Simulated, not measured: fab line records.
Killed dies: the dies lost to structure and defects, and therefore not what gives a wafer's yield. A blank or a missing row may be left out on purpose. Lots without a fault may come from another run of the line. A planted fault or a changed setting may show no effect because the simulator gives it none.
A lot that was struck, set against a sound lot    flow sky130    15 out of 708 route steps
Sound: the wafers L237.1, L237.2, L237.5. Struck: wafers L247.3, L247.4, L247.5. The cause comes at the end.
Per side, at each step with rows, come the tool, then ch with its chambers, and then its first start. Under that, the readings that differ: sound wafers    struck wafers    difference of the means    sigmas: that difference in standard deviations of wafers without a fault.
alike: readings whose means differ by less than 2 such deviations, and words and numbers that are the same on both sides. not compared: withheld readings, readings that some wafer has no value for, bounds like >300 that may hide the same value, and numbers for which the record gives no deviation and whose values overlap.
The two part at a step that has a row with sigmas, a row that says differs or no value, or rows on one side only. Non-overlapping numbers with no deviation appear without sigmas and do not part them. A reading that every wafer of one side lacks parts them only if that side has two wafers or more.

first, 1 step without rows for these wafers: SKY_POLY_GATE_OXIDATION_20 (stabilise 600 s, purge 300 s, target thk 4 nm).
SKY_POLY_GATE_THK_MEAS_21:
  sound on filmMetro-02 at day 17 02:57; struck on filmMetro-04 at day 20 22:46
  alike: POLY_GATE_OXIDATION_THK
SKY_POLY_GATE_CD_MEAS_22:
  sound on cdSem-01 at day 17 03:01; struck on cdSem-01 at day 20 22:52
  alike: cdNm
then, 7 steps without rows for these wafers: SKY_LDD_N_DEHYDRATE_00 (time 60 s); SKY_LDD_N_HMDS_01 (prime time 60 s); SKY_LDD_N_COAT_02 (resist thk 300 nm); SKY_LDD_N_SOFTBAKE_03 (time 60 s); SKY_LDD_N_EXPOSE_04 (exposes mask NTM, target cd 840 nm); SKY_LDD_N_PEB_05; SKY_LDD_N_DEVELOP_06 (develop time 60 s).
SKY_LDD_N_OVL_MEAS_07:
  sound on overlay-01 at day 18 08:01; struck on overlay-01 at day 22 04:47
  alike: LDD_N_OVL
next, for these wafers, 1 step has no rows: SKY_LDD_N_IMPLANT_08.
SKY_LDD_N_IMPLANT_09:
  sound on implanter-01 ch 0, day 18 08:12; struck on implanter-01 ch 0, day 22 05:00
reading                   sound                 struck                difference  sigmas
beamEnergyKeV             20.005 20.011 19.997  17.784 17.778 17.779  -2.224      -99 or more
model.implant.rpNm (nm)   16.1 16.1 16.1        14.64 14.64 14.64     -1.46       
model.implant.drpNm (nm)  7.212 7.212 7.212     6.653 6.653 6.653     -0.559      
next, for these wafers, 1 step has no rows: SKY_LDD_N_IMPLANT_10.
-- the record jumps here: 27 days lie between the struck wafers' starts before and after (it left off in module LDD_N and takes up again in module PAD_OPEN, whose first step shown is number 708 of the route) --
SKY_PAD_OPEN_PROBE_99:
  sound on prober-01 at day 46 08:08; struck on prober-01 at day 48 18:50
reading                   sound            struck             difference  sigmas
killedDies                103 93 87        77 73 76           -19         -2
killedOpen                58 59 53         40 48 41           -14         -2
model.etest.tipN.rsOhmSq  440 442.4 443.2  449.4 448.3 451.1  +7.7        
  alike: killed_at_M0_to_M3, killed_at_M4_up, killedAtContacts, killedAtFrontEnd, killedAtOther, killedShort

== WHERE THEY PART ==
Last at SKY_PAD_OPEN_PROBE_99 as far as this record goes, first at SKY_LDD_N_IMPLANT_09.

WHY: what the simulator had put in
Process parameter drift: implanter-01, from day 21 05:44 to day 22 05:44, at SKY_LDD_N_IMPLANT_09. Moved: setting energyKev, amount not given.
